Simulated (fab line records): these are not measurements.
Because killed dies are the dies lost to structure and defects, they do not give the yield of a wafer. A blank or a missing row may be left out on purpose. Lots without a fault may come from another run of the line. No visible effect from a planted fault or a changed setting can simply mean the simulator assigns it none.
Which tool is to blame?    flow sky130    24 lots with 72 wafers sampled at 3 steps, on a route of 708 steps

== WHAT EACH GAUGE READ, for each wafer ==
SKY_VIA3_THK_MEAS_23: measures by xrf. Usual: VIA3_W_THK gives 401 nm (standard deviation 6.6).
lot   measured      on             VIA3_W_THK (nm)  flag
L074  day 39 23:38  film metro-02  405 414 406      
L075  day 40 05:38  film metro-02  396 396 400      
L076  day 40 12:02  film metro-02  401 410 407      
L078  day 40 21:19  film metro-02  402 400 406      
L077  day 41 01:13  film metro-03  401 402 401      
L079  day 41 15:34  film metro-02  402 406 404      
L080  day 41 16:20  film metro-04  397 405 396      
L081  day 42 03:10  film metro-04  411 405 412      
L082  day 42 04:01  film metro-04  403 405 413      
L083  day 42 10:13  film metro-04  407 407 402      
L084  day 43 00:54  film metro-03  392 403 399      
L085  day 43 03:37  film metro-03  398 403 386      
L086  day 43 11:36  film metro-04  403 403 399      
L087  day 43 14:44  film metro-02  405 406 403      
L088  day 44 00:21  film metro-04  392 390 397      
L089  day 44 11:54  film metro-03  405 392 394      
L091  day 44 18:53  film metro-03  410 410 409      
L090  day 44 19:23  film metro-04  389 389 391      
L092  day 45 06:35  film metro-04  412 410 408      
L093  day 45 13:27  film metro-04  407 393 414      
L094  day 45 19:59  film metro-03  397 393 399      
L097  day 46 07:02  film metro-04  396 405 409      
L095  day 46 07:54  film metro-04  391 395 391      
L096  day 46 11:28  film metro-02  405 404 408      

SKY_CAP2M_OVL_MEAS_12. Usual: CAP2M_OVL gives -2.1 nm (standard deviation 1.4).
lot   measured      on          CAP2M_OVL (nm)  flag
L074  day 41 00:22  overlay-02  -0.6 -0.8 0.0   
L075  day 41 06:24  overlay-02  -2.9 -3.8 -1.5  
L076  day 41 11:55  overlay-02  -3.5 0.3 -2.4   
L078  day 41 21:13  overlay-01  -0.5 -1.0 -2.7  
L077  day 42 01:46  overlay-02  -3.7 -3.0 -3.6  
L079  day 42 16:13  overlay-01  -2.8 -0.6 -3.4  
L080  day 42 16:47  overlay-02  -0.4 0.7 -1.7   
L081  day 43 02:54  overlay-01  -3.8 -4.1 -4.2  
L082  day 43 04:13  overlay-01  0.2 -0.4 -1.7   
L083  day 43 09:51  overlay-01  0.7 -1.4 1.3    
L084  day 43 23:01  overlay-02  -0.2 0.4 -1.4   
L085  day 44 02:04  overlay-01  -1.9 -4.5 -3.7  
L086  day 44 12:29  overlay-02  -0.2 -1.6 -1.5  
L087  day 44 13:52  overlay-02  -2.1 -3.3 -1.7  
L088  day 44 22:34  overlay-02  -0.3 -0.5 1.0   
L089  day 45 09:50  overlay-02  -1.5 -2.2 -3.7  
L091  day 45 16:52  overlay-02  -2.2 -2.9 -2.3  
L090  day 45 17:31  overlay-01  -3.1 -2.1 -1.6  
L092  day 46 04:48  overlay-01  -0.7 -2.1 -2.3  
L093  day 46 11:20  overlay-02  -3.2 -5.3 -3.3  
L094  day 46 17:30  overlay-01  -5.1 -3.9 -3.3  
L097  day 47 04:05  overlay-02  -2.7 -3.1 -2.0  
L095  day 47 04:07  overlay-01  -3.1 -0.3 -1.2  
L096  day 47 08:25  overlay-01  -3.4 -4.6 -3.1  

== EACH LOT AND THE TOOL THAT RAN IT (in order: tool; ch and the chambers of the sampled wafers; start) ==
lot   SKY_METAL3_SPUTTER_04
L074  pvd sputter-01, day 36 15:19
L075  pvd sputter-02, day 36 20:11
L076  pvd sputter-01, day 37 04:35
L078  pvd sputter-03, day 37 13:27
L077  pvd sputter-01, day 37 18:17
L079  pvd sputter-01, day 38 10:03
L080  pvd sputter-02, day 38 10:41
L081  pvd sputter-03, day 38 22:28
L082  pvd sputter-01, day 38 23:02
L083  pvd sputter-01, day 39 05:20
L084  pvd sputter-03, day 39 22:49
L085  pvd sputter-01, day 40 00:22
L086  pvd sputter-01, day 40 08:53
L087  pvd sputter-01, day 40 12:49
L088  pvd sputter-01, day 40 23:41
L089  pvd sputter-02, day 41 08:26
L091  pvd sputter-03, day 41 17:50
L090  pvd sputter-01, day 41 18:03
L092  pvd sputter-03, day 42 05:48
L093  pvd sputter-03, day 42 14:10
L094  pvd sputter-03, day 42 22:43
L097  pvd sputter-03, day 43 11:04
L095  pvd sputter-01, day 43 11:40
L096  pvd sputter-03, day 43 14:01
- SKY_METAL3_SPUTTER_04: material TiN, target thk 70 nm, time 58.3 s.

== WHAT THE TOOLS THEMSELVES READ (means of the sampled wafers that have a number; where no wafer has one, the mark that the record gives instead) ==
SKY_METAL3_SPUTTER_04. Usual: throttle valve pct at 30.0 %, with a standard deviation of 1.2.
lot   tool            throttle valve pct (%)  flag
L074  pvd sputter-01  30.0                    
L075  pvd sputter-02  29.0                    
L076  pvd sputter-01  30.4                    
L078  pvd sputter-03  29.6                    
L077  pvd sputter-01  29.3                    
L079  pvd sputter-01  31.4                    
L080  pvd sputter-02  29.4                    
L081  pvd sputter-03  29.6                    
L082  pvd sputter-01  31.6                    
L083  pvd sputter-01  29.4                    
L084  pvd sputter-03  30.2                    
L085  pvd sputter-01  29.4                    
L086  pvd sputter-01  30.7                    
L087  pvd sputter-01  30.8                    
L088  pvd sputter-01  30.3                    
L089  pvd sputter-02  30.3                    
L091  pvd sputter-03  30.2                    
L090  pvd sputter-01  31.1                    
L092  pvd sputter-03  29.6                    
L093  pvd sputter-03  30.1                    
L094  pvd sputter-03  29.2                    
L097  pvd sputter-03  29.9                    
L095  pvd sputter-01  29.8                    
L096  pvd sputter-03  29.8                    

== THE ANSWER, worked out from the rows above alone ==
Rule: lot off if the mean of its wafers having a number is beyond 3 standard deviations from the usual mean. Also off: a lot with no number at a reading for which 4 or more lots have one. Any other lot the step has rows for is counted as sound. The gauges are gone through in route order, then the tools' own readings, and for those a lot's mean is taken as printed above. The first step at which some lot is off is used, and at that step the reading that is off furthest; a lot without a number counts as furthest.
Across all readings shown, no lot is off: no conclusion can be drawn from this.

== WHAT THE SIMULATOR HAD INSERTED ==
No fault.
